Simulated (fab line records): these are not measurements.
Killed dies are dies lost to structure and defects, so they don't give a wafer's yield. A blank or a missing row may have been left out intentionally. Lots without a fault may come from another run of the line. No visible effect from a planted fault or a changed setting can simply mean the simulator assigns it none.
Matching of chambers | flow gf180mcu | GF_V1_CVD_02 on pecvd-04 has 3 sister chambers
The step deposits SiO2 from TEOS, target thk 850 nm, time 94.851 s. 3 wafers are shown with their chamber, then 8 later ones without.

== WAFERS, EACH WITH ITS CHAMBER ==
wafer  | chamber | heaterPowerW (W)
L085.3 | 1       | 517
L085.5 | 0       | 710
L086.2 | 2       | 783

== WAFERS MISSING THEIR CHAMBER ==
wafer  | heaterPowerW (W)
L086.3 | 563
L086.5 | 689
L093.3 | 951
L093.4 | 479
L093.6 | 706
L097.4 | 559
L097.5 | 566
L097.6 | 889

== CHAMBER TAKEN BY EACH ==
wafer  | from the rows above          | in truth
L086.3 | can't be placed: 1 or 0      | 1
L086.5 | can't be placed: 0 or 2 or 1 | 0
L093.3 | can't be placed: 2 or 0      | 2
L093.4 | 1                            | 1
L093.6 | can't be placed: 0 or 2      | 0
L097.4 | can't be placed: 1 or 0      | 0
L097.5 | can't be placed: 1 or 0      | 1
L097.6 | can't be placed: 2 or 0      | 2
Correctly placed: 1 of 8. Not placeable from these rows: 7 (in 7, the candidates include the true chamber). Placed wrongly: 0.
How it was worked out, from the rows above alone: a wafer's distance from a chamber is the root of the sum, over the readings, of the square of ((its reading less the chamber's mean) divided by the reading's scatter). If the next closest chamber is less than 2 further off than the closest, the wafer can't be placed; otherwise it belongs to the closest. A chamber's mean is the mean of its shown wafers. The scatter: root of mean squared gap, hidden wafer to nearest shown wafer, with one shown wafer a chamber.
